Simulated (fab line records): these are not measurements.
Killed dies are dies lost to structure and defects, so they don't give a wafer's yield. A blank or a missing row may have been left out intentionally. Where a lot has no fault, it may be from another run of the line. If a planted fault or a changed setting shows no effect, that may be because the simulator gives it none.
A lot that was struck, set against a sound lot || flow sky130 || 15 steps out of a route of 708
Sound: wafers L145.1, L145.4, L145.6. Wafers struck: L156.2, L156.3. The cause is given at the end.
Per side, at each step with rows, come the tool, then ch with its chambers, and then its first start. Under that, the readings that differ: sound wafers || struck wafers || difference of the means || sigmas: that difference in standard deviations of wafers without a fault.
alike: readings whose means differ by less than 2 such deviations, and words and numbers that are the same on both sides. not compared: withheld readings, readings that some wafer has no value for, bounds like >300 that may hide the same value, and numbers for which the record gives no deviation and whose values overlap.
A row with sigmas, a row that says differs or no value, or rows on one side alone: a step with any of these is where the two part. Non-overlapping numbers with no deviation appear without sigmas and do not part them. Lack of a reading on every wafer of one side parts them only where that side has two or more wafers.

first, 2 steps without rows for these wafers: SKY_CAPM_PEB_10; SKY_CAPM_DEVELOP_11 (develop time 60 s).
SKY_CAPM_OVL_MEAS_12:
  struck on overlay-02, day 41 04:04; sound on overlay-02, day 37 23:34
  alike: CAPM_OVL
SKY_CAPM_METAL_ETCH_13: etches TiN in Cl2/BCl3, stops on SiO2, target depth 220 nm, time 62.9 s.
  sound on rie-metal-04 ch 0,1, day 37 23:36; struck on rie-metal-04 ch 1, day 41 04:06
{"reading": "throttle-valve-pct (%)", "sound": "21.888 21.887 21.888", "struck": "21.916 21.908", "difference": "+0.024", "sigmas": "+3"}
  alike: drypump-motor-current-A, oes-product-au, rf-fwd-power-W
  not compared: rf-hours-counter-h
SKY_CAPM_STRIP_14: strips in O2/N2.
  sound on plasma-asher-02 ch 0, day 37 23:41; struck on plasma-asher-04 ch 1, day 41 04:11
  alike: drypump-motor-current-A, oes-product-au, strip-time-to-endpoint-s
  not compared: rf-hours-counter-h
then, 7 steps without rows for these wafers: SKY_CAPM_STRIP_15 (strips in post etch residue remover, time 1249 s); SKY_CAPM_CLEAN_16 (cleans in IPA, time 180 s); SKY_CAPM_CLEAN_17 (cleans in O3/DIW); SKY_METAL3_DEHYDRATE_05 (time 60 s); SKY_METAL3_HMDS_06 (prime time 60 s); SKY_METAL3_COAT_07 (resist thk 60 nm); SKY_METAL3_COAT_08 (resist thk 1140 nm).
SKY_METAL3_SOFTBAKE_09: time 90 s.
  sound on litho-track-04 ch 0, day 38 12:00; struck on litho-track-04 ch 0, day 41 16:00
{"reading": "heater-power-total-W (W)", "sound": "57.41 57.26 57.40", "struck": "56.89 56.65", "difference": -0.59, "sigmas": -5}
{"reading": "plate-temp-C (C)", "sound": "99.83 100.03 100.20", "struck": "99.45 99.35", "difference": -0.62, "sigmas": -4}
then, 1 step without rows for these wafers: SKY_METAL3_EXPOSE_10 (exposes mask MM3, target cd 300 nm).
-- the record jumps here: 7 days lie between the struck wafers' starts before and after (it left off in module METAL3 and takes up again in module PAD_OPEN, whose first step shown is number 708 of the route) --
SKY_PAD_OPEN_PROBE_99:
  struck on prober-02, day 48 18:44; sound on prober-01, day 46 05:25
{"reading": "killed-at-other", "sound": "1 1 1", "struck": "0 0", "difference": -1, "sigmas": -2}
  alike: defect-limited-yield, killed_at_M0_to_M3, killed_at_M4_up, killed-at-contacts, killed-at-front-end, killed-dies, killed-on-rim, killed-open, killed-short, sort_bin_3_pad_short, sort_bin_5_function, sort_bin_6_memory, sort-n-pass, sort-yield-pct

## WHERE THEY PART
First at SKY_CAPM_METAL_ETCH_13; last, within this record, at SKY_PAD_OPEN_PROBE_99.

WHY: what had been put in by the simulator
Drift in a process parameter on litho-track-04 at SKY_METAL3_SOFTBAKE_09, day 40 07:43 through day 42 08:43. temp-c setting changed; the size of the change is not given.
